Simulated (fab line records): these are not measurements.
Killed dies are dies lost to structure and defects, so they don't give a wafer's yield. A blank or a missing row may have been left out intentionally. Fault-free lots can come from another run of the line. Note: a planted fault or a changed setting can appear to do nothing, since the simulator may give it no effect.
Split-lot experiment | flow sky130 | 23 wafers read from 5 lots, route of 708 steps

## SPLIT DETAILS
At SKY_METAL4_SPUTTER_00 (material Ti, target thk 15 nm, time 10 s), the setting powerW was moved away from the recipe's 3000 W on 6 of the 23 wafers read, by +4.8% to +8.9%. The other wafers ran this setting at the recipe's value.

Reading taken at the split's own step.

## THE READING
Ti_of_METAL4_SPUTTER_00.thkNm (the simulator's own value, which no gauge read), in nm, at SKY_METAL4_SPUTTER_00 (material Ti, target thk 15 nm, time 10 s). The file gives no usual value for it. Average 14.83 nm, standard deviation 0.21 nm, over the 17 wafers here run with the recipe.

wafer  | tool, chamber at the split | powerW as run, W | against the recipe | Ti_of_METAL4_SPUTTER_00.thkNm, nm | against lot-mates on the recipe
L075.1 | pvdSputter-04, -           | 3144             | +4.8%              | 15.49                             | +0.60
L075.2 | pvdSputter-04, -           | 3144             | +4.8%              | 15.63                             | +0.74
L075.3 | pvdSputter-04, -           | 3000             | recipe             | 14.83                             | -
L075.4 | pvdSputter-04, -           | 3000             | recipe             | 14.97                             | -
L075.6 | pvdSputter-04, -           | 3000             | recipe             | 14.87                             | -
L078.1 | pvdSputter-04, -           | 3163             | +5.4%              | 15.81                             | +0.85
L078.3 | pvdSputter-04, -           | 3000             | recipe             | 15.16                             | -
L078.4 | pvdSputter-04, -           | 3000             | recipe             | 14.79                             | -
L078.5 | pvdSputter-04, -           | 3000             | recipe             | 14.93                             | -
L078.6 | pvdSputter-04, -           | 3163             | +5.4%              | 15.59                             | +0.63
L079.1 | pvdSputter-01, -           | 3000             | recipe             | 14.92                             | -
L079.2 | pvdSputter-01, -           | 3000             | recipe             | 14.51                             | -
L079.3 | pvdSputter-01, -           | 3000             | recipe             | 14.66                             | -
L079.4 | pvdSputter-01, -           | 3000             | recipe             | 14.86                             | -
L079.5 | pvdSputter-01, -           | 3000             | recipe             | 14.56                             | -
L080.1 | pvdSputter-01, -           | 3000             | recipe             | 15.07                             | -
L080.4 | pvdSputter-01, -           | 3000             | recipe             | 15.07                             | -
L080.5 | pvdSputter-01, -           | 3000             | recipe             | 15.15                             | -
L081.1 | pvdSputter-01, -           | 3000             | recipe             | 14.69                             | -
L081.2 | pvdSputter-01, -           | 3266             | +8.9%              | 16.43                             | +1.82
L081.4 | pvdSputter-01, -           | 3000             | recipe             | 14.61                             | -
L081.5 | pvdSputter-01, -           | 3266             | +8.9%              | 16.56                             | +1.95
L081.6 | pvdSputter-01, -           | 3000             | recipe             | 14.54                             | -

THE FIT
A straight line over all 23 wafers: Ti_of_METAL4_SPUTTER_00.thkNm changes by +0.176 nm for each +1% of powerW; r = +0.94; the points scatter about the line by 0.2 nm.
The same after taking each lot's own level away (the mean of its wafers on the recipe; 23 wafers): +0.186 nm for each +1%; r = +0.96; scatter 0.17 nm.
On that fit, the largest move of powerW shifts the reading by 1.6 nm.
Across the lots, their own levels run from 14.613 to 15.097 nm, a range of 2.3 times the standard deviation given above.
Consequently the slope shifts little with the lot-to-lot level, the two slopes agreeing.
Check: for one of the wafers moved furthest among these (+8.9%), held out of the fit, the line's prediction against its lot-mates is +1.54 nm. It came out at +1.82 nm against them.

## THE OTHER SPLITS THESE WAFERS WENT THROUGH
These wafers also went through other splits before the reading. Each is held against what the fit with the lots' levels taken away leaves over:
other split on the same wafers  | wafers away from the commonest value | r with Ti_of_METAL4_SPUTTER_00.thkNm (lot level and that fit taken away)
SKY_VIA2_HDPCVD_00 timeS        | 9                                    | -0.68
SKY_VIA2_SPUTTER_20 powerW      | 8                                    | -0.30
SKY_METAL3_EXPOSE_10 doseMj     | 8                                    | -0.08
SKY_VIA3_HDPCVD_00 timeS        | 6                                    | +0.23
SKY_VIA3_CMP_02 leaveAboveRefNm | 5                                    | -0.07
SKY_VIA3_ETCH_14 timeS          | 6                                    | -0.46

## THE FILE'S OWN FIT
Ti_of_METAL4_SPUTTER_00.thkNm changes by +0.182 nm for each +1% of powerW, r = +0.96.
